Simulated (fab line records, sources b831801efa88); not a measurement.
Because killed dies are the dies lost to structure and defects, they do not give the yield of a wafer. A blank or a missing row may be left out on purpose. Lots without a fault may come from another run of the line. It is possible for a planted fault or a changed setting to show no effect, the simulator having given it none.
Which tool did it? | flow sky130 | 24 lots, 72 wafers sampled, at 5 steps of a route of 708

## WHAT EACH GAUGE READ, for each wafer
SKY_SD_P_CD_MEAS_07: target cd 380 nm. Usual: cd-nm 380.3 nm, standard deviation 2.8.
lot  | measured     | on        | cd-nm (nm)        | flag
L074 | day 25 17:56 | cd-sem-01 | 380.8 380.5 379.7 |
L075 | day 26 08:10 | cd-sem-01 | 379.2 383.8 384.9 |
L076 | day 26 14:10 | cd-sem-01 | 378.4 379.3 377.6 |
L077 | day 27 09:10 | cd-sem-01 | 382.6 379.4 380.7 |
L078 | day 27 09:28 | cd-sem-02 | 381.8 384.7 380.2 |
L079 | day 27 22:58 | cd-sem-02 | 382.7 384.6 384.5 |
L080 | day 28 09:45 | cd-sem-02 | 380.0 379.4 379.4 |
L081 | day 28 18:42 | cd-sem-02 | 380.2 381.5 379.8 |
L082 | day 29 14:18 | cd-sem-01 | 379.5 379.8 377.2 |
L083 | day 29 21:13 | cd-sem-01 | 384.7 383.2 383.4 |
L084 | day 30 01:50 | cd-sem-01 | 383.8 383.2 382.4 |
L086 | day 30 05:04 | cd-sem-01 | 385.3 382.1 385.2 |
L085 | day 30 08:34 | cd-sem-01 | 377.0 377.5 378.4 |
L087 | day 30 18:31 | cd-sem-01 | 386.2 383.4 385.6 |
L088 | day 30 21:46 | cd-sem-01 | 376.3 378.7 377.1 |
L089 | day 31 08:12 | cd-sem-01 | 375.6 375.0 377.4 |
L090 | day 31 09:10 | cd-sem-01 | 381.8 382.3 380.3 |
L091 | day 31 20:24 | cd-sem-02 | 379.5 379.7 380.3 |
L092 | day 32 01:54 | cd-sem-02 | 379.3 380.5 379.8 |
L093 | day 32 08:26 | cd-sem-02 | 377.1 378.1 376.9 |
L095 | day 33 04:22 | cd-sem-02 | 380.4 382.8 379.8 |
L094 | day 33 07:50 | cd-sem-01 | 376.5 377.2 378.9 |
L096 | day 33 08:26 | cd-sem-02 | 378.5 379.8 381.7 |
L097 | day 33 12:54 | cd-sem-02 | 376.3 378.3 377.2 |

SKY_VIA2_CD_MEAS_12: target cd 200 nm. Usual: cd-nm 199.8 nm, standard deviation 1.5.
lot  | measured     | on        | cd-nm (nm)        | flag
L074 | day 36 16:14 | cd-sem-01 | 200.7 199.3 199.2 |
L075 | day 37 02:49 | cd-sem-02 | 197.0 197.3 196.1 |
L076 | day 37 09:52 | cd-sem-02 | 198.3 198.4 199.1 |
L077 | day 38 03:22 | cd-sem-01 | 198.9 200.5 199.1 |
L078 | day 38 03:47 | cd-sem-02 | 201.1 200.4 200.8 |
L079 | day 38 14:19 | cd-sem-01 | 197.1 197.1 197.1 |
L080 | day 39 02:47 | cd-sem-01 | 201.7 201.6 201.7 |
L081 | day 39 08:03 | cd-sem-02 | 201.5 202.6 202.9 |
L082 | day 40 03:38 | cd-sem-02 | 200.3 200.9 201.7 |
L083 | day 40 09:25 | cd-sem-01 | 201.2 201.3 202.9 |
L084 | day 40 11:46 | cd-sem-02 | 200.1 200.8 201.7 |
L086 | day 40 14:39 | cd-sem-02 | 200.9 200.6 201.2 |
L085 | day 40 15:10 | cd-sem-02 | 199.5 199.5 199.4 |
L087 | day 41 02:34 | cd-sem-01 | 198.6 198.6 196.3 |
L088 | day 41 05:24 | cd-sem-02 | 199.1 198.6 199.4 |
L089 | day 41 14:43 | cd-sem-02 | 199.9 199.8 200.2 |
L090 | day 41 15:01 | cd-sem-01 | 199.8 199.4 200.4 |
L091 | day 42 00:33 | cd-sem-02 | 199.0 199.3 199.6 |
L092 | day 42 05:22 | cd-sem-01 | 198.4 199.5 199.9 |
L093 | day 42 11:18 | cd-sem-01 | 198.2 199.9 200.1 |
L095 | day 43 04:26 | cd-sem-01 | 201.6 201.5 201.0 |
L094 | day 43 09:52 | cd-sem-02 | 199.5 200.4 198.5 |
L096 | day 43 12:16 | cd-sem-01 | 199.7 200.4 201.0 |
L097 | day 43 12:52 | cd-sem-01 | 197.8 199.0 197.7 |

## WHICH TOOL RAN EACH LOT (tool, then ch and the chambers of the sampled wafers, then the start)
lot  | SKY_LDD_N_STRIP_16                   | SKY_CONTACT_ETCH_17                | SKY_VIA1_ETCH_15
L074 | plasma-asher-04 ch 0,1, day 17 23:43 | rie-diel-01 ch 0,1,2, day 31 23:24 | rie-diel-01 ch 0,3, day 34 08:44
L075 | plasma-asher-02 ch 1, day 18 11:44   | rie-diel-03 ch 0,2,3, day 32 09:32 | rie-diel-01 ch 0,1,3, day 34 19:20
L076 | plasma-asher-04 ch 0,1, day 18 18:49 | rie-diel-03 ch 0,1,2, day 32 17:20 | rie-diel-01 ch 0,3, day 35 02:37
L077 | plasma-asher-02 ch 0,1, day 19 13:37 | rie-diel-03 ch 0,1,3, day 33 10:30 | rie-diel-02 ch 1,2,3, day 35 19:59
L078 | plasma-asher-02 ch 0,1, day 19 14:07 | rie-diel-04 ch 1,3, day 33 11:01   | rie-diel-01 ch 0,2,3, day 35 20:18
L079 | plasma-asher-03 ch 0,1, day 20 04:44 | rie-diel-04 ch 0,1,2, day 33 22:17 | rie-diel-01 ch 1,2,3, day 36 07:00
L080 | plasma-asher-02 ch 1, day 20 16:49   | rie-diel-04 ch 0,3, day 34 11:31   | rie-diel-03 ch 1,3, day 36 19:46
L081 | plasma-asher-03 ch 0,1, day 21 02:08 | rie-diel-03 ch 1,2,3, day 34 16:56 | rie-diel-03 ch 0,1,2, day 37 00:49
L082 | plasma-asher-04 ch 0,1, day 22 00:16 | rie-diel-01 ch 0,1,3, day 35 13:59 | rie-diel-02 ch 0,1,2, day 37 21:36
L083 | plasma-asher-04 ch 1, day 22 08:27   | rie-diel-04 ch 0,1, day 35 18:30   | rie-diel-02 ch 1,2,3, day 38 02:49
L084 | plasma-asher-04 ch 0, day 22 13:04   | rie-diel-01 ch 1,2, day 35 21:38   | rie-diel-01 ch 0,2,3, day 38 05:39
L086 | plasma-asher-04 ch 0,1, day 22 15:32 | rie-diel-01 ch 0,1,3, day 36 02:35 | rie-diel-01 ch 0,1,2, day 38 10:06
L085 | plasma-asher-04 ch 0,1, day 22 20:19 | rie-diel-04 ch 1,3, day 36 03:54   | rie-diel-02 ch 0,1, day 38 10:55
L087 | plasma-asher-03 ch 0,1, day 23 06:00 | rie-diel-01 ch 2,3, day 36 15:10   | rie-diel-03 ch 0,1,3, day 38 22:21
L088 | plasma-asher-03 ch 0,1, day 23 12:03 | rie-diel-03 ch 1,2,3, day 36 17:47 | rie-diel-03 ch 0,1,2, day 39 00:27
L089 | plasma-asher-02 ch 0,1, day 23 20:22 | rie-diel-01 ch 0,1,2, day 37 04:03 | rie-diel-01 ch 0,1,2, day 39 10:23
L090 | plasma-asher-02 ch 0,1, day 23 22:18 | rie-diel-03 ch 1,2, day 37 05:12   | rie-diel-01 ch 1,2,3, day 39 11:33
L091 | plasma-asher-03 ch 0, day 24 10:36   | rie-diel-01 ch 2,3, day 37 14:27   | rie-diel-02 ch 0,1,2, day 39 21:19
L092 | plasma-asher-04 ch 0,1, day 24 20:22 | rie-diel-01 ch 0,3, day 37 19:38   | rie-diel-03 ch 1,2,3, day 40 01:52
L093 | plasma-asher-04 ch 0,1, day 25 01:23 | rie-diel-04 ch 0,3, day 38 02:05   | rie-diel-01 ch 2,3, day 40 08:20
L095 | plasma-asher-03 ch 0,1, day 26 01:11 | rie-diel-01 ch 0,2,3, day 38 20:59 | rie-diel-02 ch 0,1,3, day 41 02:01
L094 | plasma-asher-03 ch 0,1, day 26 02:28 | rie-diel-01 ch 1,2,3, day 39 02:02 | rie-diel-01 ch 0,1,3, day 41 07:21
L096 | plasma-asher-04 ch 0,1, day 26 03:22 | rie-diel-03 ch 1,2,3, day 39 05:53 | rie-diel-01 ch 1,2, day 41 08:58
L097 | plasma-asher-02 ch 0,1, day 26 08:48 | rie-diel-04 ch 0,2,3, day 39 06:04 | rie-diel-01 ch 0,3, day 41 10:41
- SKY_LDD_N_STRIP_16: strips in O2/N2.
- SKY_CONTACT_ETCH_17: etches SiO2 in C4F8/O2/Ar, stops on Si3N4, target depth 340 nm.
- SKY_VIA1_ETCH_15: etches SiO2 in C4F8/O2/Ar, stops on TiN, target depth 351 nm, time 54 s.

## WHAT THE TOOLS THEMSELVES READ (means of the sampled wafers that have a number; where no wafer has one, the mark that the record gives instead)
SKY_LDD_N_STRIP_16. Usual: drypump-motor-current-A 5.7 A, standard deviation 0.52; n2-flow-sccm 300.0 sccm, standard deviation 0.85; oes-product-au 0.407 a.u., standard deviation 0.0046; strip-time-to-endpoint-s 4.316 s, standard deviation 0.015.
lot  | tool            | drypump-motor-current-A (A) | n2-flow-sccm (sccm) | oes-product-au (a.u.) | strip-time-to-endpoint-s (s) | flag
L074 | plasma-asher-04 | 5.3                         | 300.5               | 0.405                 | 4.315                        |
L075 | plasma-asher-02 | 6.1                         | 300.8               | 0.406                 | 4.331                        |
L076 | plasma-asher-04 | 5.3                         | 300.4               | 0.410                 | 4.287                        |
L077 | plasma-asher-02 | 5.8                         | 299.7               | 0.404                 | 4.329                        |
L078 | plasma-asher-02 | 5.8                         | 298.8               | 0.407                 | 4.319                        |
L079 | plasma-asher-03 | 5.9                         | 299.9               | 0.407                 | 4.324                        |
L080 | plasma-asher-02 | 6.1                         | 300.3               | 0.407                 | 4.298                        |
L081 | plasma-asher-03 | 5.9                         | 300.1               | 0.401                 | 4.314                        |
L082 | plasma-asher-04 | 5.3                         | 300.2               | 0.407                 | 4.328                        |
L083 | plasma-asher-04 | 4.9                         | 299.8               | 0.405                 | 4.316                        |
L084 | plasma-asher-04 | 6.1                         | 300.8               | 0.409                 | 4.307                        |
L086 | plasma-asher-04 | 5.3                         | 299.8               | 0.407                 | 4.308                        |
L085 | plasma-asher-04 | 5.3                         | 301.2               | 0.411                 | 4.325                        |
L087 | plasma-asher-03 | 6.0                         | 299.7               | 0.413                 | 4.318                        |
L088 | plasma-asher-03 | 6.0                         | 300.3               | 0.406                 | 4.315                        |
L089 | plasma-asher-02 | 5.8                         | 300.3               | 0.409                 | 4.317                        |
L090 | plasma-asher-02 | 5.5                         | 299.9               | 0.408                 | 4.337                        |
L091 | plasma-asher-03 | 6.1                         | 300.3               | 0.406                 | 4.318                        |
L092 | plasma-asher-04 | 5.7                         | 298.7               | 0.410                 | 4.315                        |
L093 | plasma-asher-04 | 5.3                         | 300.1               | 0.408                 | 4.324                        |
L095 | plasma-asher-03 | 6.0                         | 299.6               | 0.407                 | 4.309                        |
L094 | plasma-asher-03 | 6.0                         | 298.9               | 0.403                 | 4.315                        |
L096 | plasma-asher-04 | 5.3                         | 299.4               | 0.408                 | 4.299                        |
L097 | plasma-asher-02 | 5.4                         | 301.8               | 0.403                 | 4.305                        |

SKY_CONTACT_ETCH_17. Usual: bias-w 1201 W, standard deviation 3.4; oes-product-au 0.892 a.u., standard deviation 0.0045.
lot  | tool        | bias-w (W) | oes-product-au (a.u.) | flag
L074 | rie-diel-01 | 1200       | 0.891                 |
L075 | rie-diel-03 | 1204       | 0.896                 |
L076 | rie-diel-03 | 1203       | 0.894                 |
L077 | rie-diel-03 | 1199       | 0.898                 |
L078 | rie-diel-04 | 1200       | 0.893                 |
L079 | rie-diel-04 | 1204       | 0.891                 |
L080 | rie-diel-04 | 1196       | 0.888                 |
L081 | rie-diel-03 | 1199       | 0.891                 |
L082 | rie-diel-01 | 1201       | 0.895                 |
L083 | rie-diel-04 | 1199       | 0.895                 |
L084 | rie-diel-01 | 1201       | 0.891                 |
L086 | rie-diel-01 | 1202       | 0.889                 |
L085 | rie-diel-04 | 1200       | 0.895                 |
L087 | rie-diel-01 | 1201       | 0.890                 |
L088 | rie-diel-03 | 1204       | 0.895                 |
L089 | rie-diel-01 | 1197       | 0.892                 |
L090 | rie-diel-03 | 1202       | 0.893                 |
L091 | rie-diel-01 | 1202       | 0.892                 |
L092 | rie-diel-01 | 1200       | 0.890                 |
L093 | rie-diel-04 | 1201       | 0.893                 |
L095 | rie-diel-01 | 1200       | 0.891                 |
L094 | rie-diel-01 | 1202       | 0.895                 |
L096 | rie-diel-03 | 1201       | 0.891                 |
L097 | rie-diel-04 | 1199       | 0.893                 |

SKY_VIA1_ETCH_15. Usual: bias-w 1200 W, standard deviation 3.6; oes-product-au 0.980 a.u., standard deviation 0.0055.
lot  | tool        | bias-w (W) | oes-product-au (a.u.) | flag
L074 | rie-diel-01 | 1197       | 0.977                 |
L075 | rie-diel-01 | 1201       | 0.984                 |
L076 | rie-diel-01 | 1203       | 0.982                 |
L077 | rie-diel-02 | 1201       | 0.981                 |
L078 | rie-diel-01 | 1199       | 0.981                 |
L079 | rie-diel-01 | 1201       | 0.979                 |
L080 | rie-diel-03 | 1206       | 0.980                 |
L081 | rie-diel-03 | 1199       | 0.980                 |
L082 | rie-diel-02 | 1198       | 0.976                 |
L083 | rie-diel-02 | 1201       | 0.980                 |
L084 | rie-diel-01 | 1200       | 0.987                 |
L086 | rie-diel-01 | 1201       | 0.985                 |
L085 | rie-diel-02 | 1199       | 0.974                 |
L087 | rie-diel-03 | 1197       | 0.981                 |
L088 | rie-diel-03 | 1201       | 0.981                 |
L089 | rie-diel-01 | 1200       | 0.979                 |
L090 | rie-diel-01 | 1202       | 0.980                 |
L091 | rie-diel-02 | 1199       | 0.978                 |
L092 | rie-diel-03 | 1202       | 0.981                 |
L093 | rie-diel-01 | 1201       | 0.975                 |
L095 | rie-diel-02 | 1202       | 0.982                 |
L094 | rie-diel-01 | 1204       | 0.984                 |
L096 | rie-diel-01 | 1201       | 0.983                 |
L097 | rie-diel-01 | 1201       | 0.981                 |

## THE ANSWER, worked out from the rows above alone
Rule: a lot counts as off when the mean over its wafers that have a number is more than 3 standard deviations away from the usual mean. Also off: a lot with no number at a reading for which 4 or more lots have one. All remaining lots with rows at the step are treated as sound. After the gauges, taken in route order, come the tools' own readings; for these a lot's mean is taken, as printed above. The first step at which some lot is off is used, and at that step the reading that is off furthest; a lot without a number counts as furthest.
Nothing can be told from this: no lot is off at any reading shown.

## WHAT THE SIMULATOR HAD INSERTED
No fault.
